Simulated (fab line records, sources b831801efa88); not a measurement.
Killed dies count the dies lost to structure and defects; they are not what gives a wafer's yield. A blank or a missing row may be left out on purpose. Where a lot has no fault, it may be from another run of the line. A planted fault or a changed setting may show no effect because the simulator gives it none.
fab line records ; flow gf180mcu
record: lots: 5; wafers: 15; lastDay: 34
route steps=602 shown M5@532
lots with no fault: from the same line, run without faults
startH: start of the lot's first displayed wafer, in hours after the record's first day ; waitH: time in hours since the lot's previous step ; " the same as in the row above ; L1.1+2: a row that stands for several wafers ; - no value present, or no start provided ; * or withheld: withheld ; < > ~ a bound
route shown NAME@n: NAME is a module with steps in the file, n the number in the route of the first one ; usual: the fault-free wafers' mean and standard deviation ; same: alike in all rows ; chamber/n: place in a boat ; sites: readings site by site ; _std_site: the standard deviation of these ; _edge_site: mean of outer sites minus mean of inner sites ; radiusMm: for every site, how far away it sits from the centre of the wafer ; mask NAME#n: copy n ; behind: the most recent tool/chamber to have shaped the wafer ; hold: reason for holding the lot/hours on hold/outcome of the hold ; device: the transistor (n, p or np) that didn't switch ; end of line: the same wafers' tests at the end of the route ; for a step that has no rows: nothing shown but its recipe ; killed: not the wafer's yield, but the dies lost to structure and defects at the first sort ; map: shows each die of a wafer: x if killed, . if not, _ if none is there
set.NAME: the run value of the setting; set.NAME@STEP: its run value at that earlier step ; model.NAME: the simulator's own value behind a step, which no gauge read
certain route steps with their lots: each step a table, each wafer a row
services: from which hour (startH, from the record's first day; less than 0 if before it) a tool's chamber was out of use, for how many hours, and why
== steps ==
step: GF_M5_DEVELOP_06
recipe: developTimeS: 60; devTempC: 21
lot.wafer;tool;chamber;startH;waitH
L077.2+4+5;lithoTrack-03;0;630.24;0.2
L079.1+4+5;lithoTrack-02;0;651.47;0.2
L081.1+2+6;lithoTrack-02;0;665.97;0.2
L092.2+5+6;lithoTrack-03;0;733.94;0.2
L097.1+2+4;lithoTrack-02;0;765.07;0.2
step: GF_M5_CD_MEAS_07
recipe: targetCdNm: 280
usual: cdNm: 280.1/0.95
lot.wafer;tool;chamber;startH;waitH;cdNm
L077.2;cdSem-02;-;630.38;0.1;278.5
L077.4;cdSem-02;-;630.38;0.1;279.3
L077.5;cdSem-02;-;630.38;0.1;279.5
L079.1;cdSem-02;-;651.62;0.1;279.6
L079.4;cdSem-02;-;651.62;0.1;280.2
L079.5;cdSem-02;-;651.62;0.1;280.5
L081.1;cdSem-02;-;666.12;0.1;277.7
L081.2;cdSem-02;-;666.12;0.1;279.7
L081.6;cdSem-02;-;666.12;0.1;279.5
L092.2;cdSem-02;-;734.08;0.1;279.0
L092.5;cdSem-02;-;734.08;0.1;279.3
L092.6;cdSem-02;-;734.08;0.1;279.1
L097.1;cdSem-01;-;765.22;0.1;280.0
L097.2;cdSem-01;-;765.22;0.1;279.0
L097.4;cdSem-01;-;765.22;0.1;280.0
step: GF_M5_OVL_MEAS_08
usual: M5_OVL: 3/4.6
lot.wafer;tool;chamber;startH;waitH;M5_OVL[nm]
L077.2;overlay-02;-;630.49;0.1;-2
L077.4;overlay-02;-;630.49;0.1;-6
L077.5;overlay-02;-;630.49;0.1;-5
L079.1;overlay-02;-;651.74;0.1;4
L079.4;overlay-02;-;651.74;0.1;4
L079.5;overlay-02;-;651.74;0.1;3
L081.1;overlay-01;-;666.24;0.1;5
L081.2;overlay-01;-;666.24;0.1;-4
L081.6;overlay-01;-;666.24;0.1;-2
L092.2;overlay-02;-;734.19;0.1;6
L092.5;overlay-02;-;734.19;0.1;-5
L092.6;overlay-02;-;734.19;0.1;-6
L097.1;overlay-01;-;765.34;0.1;2
L097.2;overlay-01;-;765.34;0.1;-2
L097.4;overlay-01;-;765.34;0.1;7
step: GF_M5_ETCH_09
recipe: chemistry: CF4/O2; target: Si3N4; targetDepthNm: 52; sourceW: 800; biasW: 150; pressureMtorr: 150; cf4FlowSccm: 80; O2_flow_sccm: 10; timeS: 11.6
usual: drypumpMotorCurrentA: 5.9/0.48; oesProductAu: 1.001/0.0062; throttleValvePct: 5.972/0.01
lot.wafer;tool;chamber;startH;waitH;drypumpMotorCurrentA;oesProductAu;rfHoursCounterH;throttleValvePct
L077.2;rieDiel-03;0;630.52;0.0;5.4;1.011;24;5.976
L077.4;rieDiel-03;2;630.52;0.0;6.2;0.999;52;5.972
L077.5;rieDiel-03;2;630.52;0.0;6.2;0.991;-;5.958
L079.1;rieDiel-04;1;651.77;0.0;5.9;1.007;13;5.969
L079.4;rieDiel-04;3;651.77;0.0;5.2;0.992;2;5.948
L079.5;rieDiel-04;0;651.77;0.0;6.2;1.005;-;5.976
L081.1;rieDiel-02;3;666.27;0.0;5.2;1.003;31;5.960
L081.2;rieDiel-02;1;666.27;0.0;6.2;0.990;3;5.975
L081.6;rieDiel-02;1;666.27;0.0;6.2;0.999;-;5.955
L092.2;rieDiel-03;3;734.22;0.0;6.1;0.998;26;5.976
L092.5;rieDiel-03;3;734.22;0.0;6.1;0.996;-;5.984
L092.6;rieDiel-03;1;734.22;0.0;6.7;1.003;-;5.975
L097.1;rieDiel-03;0;765.37;0.0;5.4;0.997;30;5.988
L097.2;rieDiel-03;3;765.37;0.0;6.1;1.000;28;5.974
L097.4;rieDiel-03;2;765.37;0.0;6.2;0.995;1;5.968
step: GF_M5_METAL_ETCH_10
recipe: chemistry: Cl2/BCl3; maskMaterial: KrF; targetDepthNm: 627.5; stopOn: SiO2; pressureMtorr: 8; icpW: 800; biasW: 140; Cl2_flow_sccm: 80; bcl3FlowSccm: 40; timeS: 104.6
usual: drypumpMotorCurrentA: 5.58/0.26; oesProductAu: 0.970/0.0057; throttleValvePct: 28.252/0.011
lot.wafer;tool;chamber;startH;waitH;drypumpMotorCurrentA;oesProductAu;rfHoursCounterH;throttleValvePct
L077.2;rieMetal-04;1;630.54;0.0;5.30;0.960;8;28.260
L077.4;rieMetal-04;1;630.54;0.0;5.33;0.968;-;28.263
L077.5;rieMetal-04;1;630.54;0.0;5.33;0.967;-;28.248
L079.1;rieMetal-02;0;651.80;0.0;5.55;0.971;4;28.259
L079.4;rieMetal-02;0;651.80;0.0;5.50;0.969;-;28.251
L079.5;rieMetal-02;0;651.80;0.0;5.50;0.966;-;28.257
L081.1;rieMetal-03;0;666.30;0.0;5.33;0.967;4;28.264
L081.2;rieMetal-03;1;666.30;0.0;5.81;0.962;7;28.259
L081.6;rieMetal-03;1;666.30;0.0;5.80;0.974;-;28.243
L092.2;rieMetal-02;1;734.24;0.0;5.61;0.972;2;28.269
L092.5;rieMetal-02;0;734.24;0.0;5.51;0.970;-;28.274
L092.6;rieMetal-02;1;734.24;0.0;5.64;0.978;-;28.244
L097.1;rieMetal-04;0;765.39;0.0;6.19;0.972;2;28.245
L097.2;rieMetal-04;1;765.39;0.0;5.28;0.964;14;28.256
L097.4;rieMetal-04;0;765.39;0.0;6.18;0.975;-;28.253
step: GF_M5_STRIP_11
recipe: chemistry: O2/N2; powerW: 1400; pressureMtorr: 1500; platenTempC: 250; o2FlowSccm: 3000; n2FlowSccm: 300; overashFraction: 0.5
usual: drypumpMotorCurrentA: 5.9/0.41; heaterPowerW: 334/42; oesProductAu: 0.542/0.0049; stripTimeToEndpointS: 7.503/0.029
lot.wafer;tool;chamber;startH;waitH;drypumpMotorCurrentA;heaterPowerW;oesProductAu;rfHoursCounterH;stripTimeToEndpointS
L077.2;plasmaAsher-02;0;630.65;0.1;5.9;367;0.535;21;7.491
L077.4;plasmaAsher-02;0;630.65;0.1;5.9;370;0.535;-;7.479
L077.5;plasmaAsher-02;1;630.65;0.1;6.3;400;0.541;-;7.477
L079.1;plasmaAsher-02;0;652.02;0.2;5.9;370;0.539;23;7.510
L079.4;plasmaAsher-02;1;652.02;0.2;6.3;400;0.543;-;7.483
L079.5;plasmaAsher-02;0;652.02;0.2;5.9;370;0.541;-;7.485
L081.1;plasmaAsher-02;0;666.41;0.1;5.9;371;0.542;26;7.526
L081.2;plasmaAsher-02;1;666.41;0.1;6.2;406;0.542;26;7.564
L081.6;plasmaAsher-02;1;666.41;0.1;6.3;409;0.541;-;7.531
L092.2;plasmaAsher-04;1;734.35;0.1;6.4;288;0.539;64;7.531
L092.5;plasmaAsher-04;0;734.35;0.1;5.4;322;0.539;-;7.508
L092.6;plasmaAsher-04;1;734.35;0.1;6.4;291;0.541;-;7.512
L097.1;plasmaAsher-04;0;765.51;0.1;5.3;308;0.540;68;7.542
L097.2;plasmaAsher-04;1;765.51;0.1;6.4;294;0.540;68;7.541
L097.4;plasmaAsher-04;0;765.51;0.1;5.4;316;0.537;-;7.516
step: GF_M5_STRIP_12
recipe: chemistry: postEtchResidueRemover; timeS: 1200; tempC: 72.5
lot.wafer;tool;chamber;startH;waitH
L077.2+4+5;wetBench-01;0;630.75;0.1
L079.1+4+5;wetBench-02;1;652.12;0.1
L081.1+2+6;wetBench-01;0;666.51;0.1
L092.2+5+6;wetBench-04;2;734.45;0.1
L097.1+2+4;wetBench-02;3;765.61;0.1
== services ==
tool;chamber;startH;hours;kind
rieMetal-02;0;621.63;4.0;repair
wetBench-04;-;630.40;1.3;repair
rieDiel-03;1;640.13;8.3;repair
rieMetal-02;1;645.69;-;clean
rieMetal-02;1;645.69;17.6;scheduledDown
rieMetal-02;1;645.69;17.6;ventCycle
plasmaAsher-04;-;648.93;0.9;repair
plasmaAsher-04;-;652.59;14.6;pm
plasmaAsher-02;-;679.57;12.3;repair
wetBench-01;-;682.93;2.1;repair
rieDiel-02;-;686.52;14.6;pm
rieMetal-04;0;692.82;-;clean
rieMetal-04;0;692.82;21.0;scheduledDown
rieMetal-04;0;692.82;21.0;ventCycle
rieDiel-04;-;696.84;0.5;repair
rieMetal-03;-;713.64;1.2;repair
rieDiel-03;2;727.99;-;clean
rieDiel-03;2;727.99;20.2;scheduledDown
rieDiel-03;2;727.99;20.2;ventCycle
plasmaAsher-02;-;734.64;1.4;repair
plasmaAsher-04;-;751.71;0.5;repair
rieDiel-02;3;752.79;2.6;repair
rieDiel-02;0;761.23;-;clean
rieDiel-02;0;761.23;35.0;scheduledDown
== key ==
fault none
